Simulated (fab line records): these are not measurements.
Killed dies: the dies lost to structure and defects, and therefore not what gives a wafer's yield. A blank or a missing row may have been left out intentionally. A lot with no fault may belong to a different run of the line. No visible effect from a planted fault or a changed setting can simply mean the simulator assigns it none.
Which tool was responsible? || flow sky130 || 12 lots, 36 wafers sampled, at 3 steps of a route of 708

== WHAT THE GAUGES SHOWED, per wafer ==
SKY_RES_XHIGH_TW_MEAS_09.
{"lot": "L603", "measured": "day 26 09:43", "on": "filmMetro-02", "RES_XHIGH_TW": "1630 1633 1635"}
{"lot": "L604", "measured": "day 26 10:25", "on": "filmMetro-02", "RES_XHIGH_TW": "1622 1634 1634"}
{"lot": "L605", "measured": "day 26 22:50", "on": "filmMetro-01", "RES_XHIGH_TW": "1652 1646 1650"}
{"lot": "L606", "measured": "day 27 03:02", "on": "filmMetro-02", "RES_XHIGH_TW": "1640 1640 1637"}
{"lot": "L607", "measured": "day 27 08:04", "on": "filmMetro-04", "RES_XHIGH_TW": "1636 1635 1634"}
{"lot": "L614", "measured": "day 30 05:35", "on": "filmMetro-02", "RES_XHIGH_TW": "1614 1614 1615"}
{"lot": "L616", "measured": "day 31 10:19", "on": "filmMetro-04", "RES_XHIGH_TW": "1621 1622 1617"}
{"lot": "L622", "measured": "day 32 15:10", "on": "filmMetro-02", "RES_XHIGH_TW": "1638 1642 1639"}
{"lot": "L623", "measured": "day 32 21:25", "on": "filmMetro-01", "RES_XHIGH_TW": "1642 1645 1649"}
{"lot": "L624", "measured": "day 33 08:43", "on": "filmMetro-01", "RES_XHIGH_TW": "1656 1653 1649"}
{"lot": "L625", "measured": "day 33 17:52", "on": "filmMetro-01", "RES_XHIGH_TW": "1643 1638 1643"}
{"lot": "L626", "measured": "day 34 00:56", "on": "filmMetro-01", "RES_XHIGH_TW": "1652 1629 1645"}

SKY_SD_N_RS_MEAS_18: uses a four-point probe to measure.
{"lot": "L603", "measured": "day 27 16:36", "on": "filmMetro-02", "RES_XHIGH_RS (ohm/sq)": "334.0 334.6 333.9"}
{"lot": "L604", "measured": "day 27 17:24", "on": "filmMetro-04", "RES_XHIGH_RS (ohm/sq)": "332.8 334.4 332.6"}
{"lot": "L605", "measured": "day 28 05:35", "on": "filmMetro-02", "RES_XHIGH_RS (ohm/sq)": "333.4 333.4 333.1"}
{"lot": "L606", "measured": "day 28 09:29", "on": "filmMetro-01", "RES_XHIGH_RS (ohm/sq)": "332.5 332.5 332.8"}
{"lot": "L607", "measured": "day 28 14:35", "on": "filmMetro-04", "RES_XHIGH_RS (ohm/sq)": "332.2 333.3 333.2"}
{"lot": "L614", "measured": "day 31 09:11", "on": "filmMetro-04", "RES_XHIGH_RS (ohm/sq)": "343.0 343.0 344.2"}
{"lot": "L616", "measured": "day 32 15:01", "on": "filmMetro-01", "RES_XHIGH_RS (ohm/sq)": "347.2 346.7 347.4"}
{"lot": "L622", "measured": "day 33 20:17", "on": "filmMetro-02", "RES_XHIGH_RS (ohm/sq)": "332.8 333.5 333.9"}
{"lot": "L623", "measured": "day 34 02:20", "on": "filmMetro-04", "RES_XHIGH_RS (ohm/sq)": "334.1 333.6 333.9"}
{"lot": "L624", "measured": "day 34 12:54", "on": "filmMetro-01", "RES_XHIGH_RS (ohm/sq)": "330.8 331.1 329.7"}
{"lot": "L625", "measured": "day 34 20:54", "on": "filmMetro-02", "RES_XHIGH_RS (ohm/sq)": "333.3 333.2 333.5"}
{"lot": "L626", "measured": "day 35 03:29", "on": "filmMetro-04", "RES_XHIGH_RS (ohm/sq)": "334.2 334.4 333.4"}

== WHICH TOOL RAN EACH LOT (tool, then ch and the chambers of the sampled wafers, then the start) ==
{"lot": "L603", "SKY_RES_XHIGH_IMPLANT_07": "implanter-03 ch 0, day 26 09:28"}
{"lot": "L604", "SKY_RES_XHIGH_IMPLANT_07": "implanter-01 ch 0, day 26 10:10"}
{"lot": "L605", "SKY_RES_XHIGH_IMPLANT_07": "implanter-02 ch 0, day 26 22:37"}
{"lot": "L606", "SKY_RES_XHIGH_IMPLANT_07": "implanter-02 ch 0, day 27 02:49"}
{"lot": "L607", "SKY_RES_XHIGH_IMPLANT_07": "implanter-02 ch 0, day 27 07:49"}
{"lot": "L614", "SKY_RES_XHIGH_IMPLANT_07": "implanter-02 ch 0, day 30 05:22"}
{"lot": "L616", "SKY_RES_XHIGH_IMPLANT_07": "implanter-02 ch 0, day 31 10:05"}
{"lot": "L622", "SKY_RES_XHIGH_IMPLANT_07": "implanter-01 ch 0, day 32 14:55"}
{"lot": "L623", "SKY_RES_XHIGH_IMPLANT_07": "implanter-03 ch 0, day 32 21:10"}
{"lot": "L624", "SKY_RES_XHIGH_IMPLANT_07": "implanter-01 ch 0, day 33 08:28"}
{"lot": "L625", "SKY_RES_XHIGH_IMPLANT_07": "implanter-03 ch 0, day 33 17:37"}
{"lot": "L626", "SKY_RES_XHIGH_IMPLANT_07": "implanter-03 ch 0, day 34 00:41"}
- SKY_RES_XHIGH_IMPLANT_07

== AS READ BY THE TOOLS THEMSELVES (means over the sampled wafers that have a number; for cases with no such wafer, the mark the record gives instead) ==
SKY_RES_XHIGH_IMPLANT_07.
{"lot": "L603", "tool": "implanter-03", "tiltDeg (degrees)": 0.012}
{"lot": "L604", "tool": "implanter-01", "tiltDeg (degrees)": 0.000}
{"lot": "L605", "tool": "implanter-02", "tiltDeg (degrees)": 0.029}
{"lot": "L606", "tool": "implanter-02", "tiltDeg (degrees)": 0.017}
{"lot": "L607", "tool": "implanter-02", "tiltDeg (degrees)": -0.008}
{"lot": "L614", "tool": "implanter-02", "tiltDeg (degrees)": 0.029}
{"lot": "L616", "tool": "implanter-02", "tiltDeg (degrees)": -0.018}
{"lot": "L622", "tool": "implanter-01", "tiltDeg (degrees)": -0.003}
{"lot": "L623", "tool": "implanter-03", "tiltDeg (degrees)": 0.000}
{"lot": "L624", "tool": "implanter-01", "tiltDeg (degrees)": -0.003}
{"lot": "L625", "tool": "implanter-03", "tiltDeg (degrees)": -0.013}
{"lot": "L626", "tool": "implanter-03", "tiltDeg (degrees)": 0.001}

== THE ANSWER, worked out from the rows above alone ==
Rule: what is usual is taken from the lots themselves. Put in order of their means at a reading, lots are off if they are a third of the lots or fewer, leave a main group of 4 or more, and stand apart from it by a gap of 3 or more times the standard deviation of the main group's means; of several such gaps the widest counts. A main group is skipped when, at the precision printed for the reading in the tables above, its means are all equal. A lot without any number at a reading at which 4 lots or more have one is off too. All remaining lots with rows at the step are treated as sound. Order of review: gauges by route order, followed by the tools' own readings, for which a lot's mean as printed above is used. At the first step where some lot is off, the reading lying furthest off is the one used; lots without a number count as furthest.
Off: L614, L616, at SKY_SD_N_RS_MEAS_18 (RES_XHIGH_RS). The main group: mean 333.1 ohm/sq, standard deviation 0.98.
A tool fits if, at a process step before that reading, it ran every lot that is off, and no sound lot after the first of them. The gauges at SKY_SD_N_RS_MEAS_18 are tried like those tools. One fits: SKY_RES_XHIGH_IMPLANT_07 on implanter-02. Its last sound lot is L607 (day 27 07:49), its first lot that is off L614 (day 30 05:22): a fault that began between those two fits.

== WHAT THE SIMULATOR HAD PUT IN ==
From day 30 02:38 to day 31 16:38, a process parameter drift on implanter-02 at SKY_RES_XHIGH_IMPLANT_07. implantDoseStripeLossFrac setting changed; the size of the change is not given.
Struck lots among those shown: L614, L616. This agrees with what the rule above found.
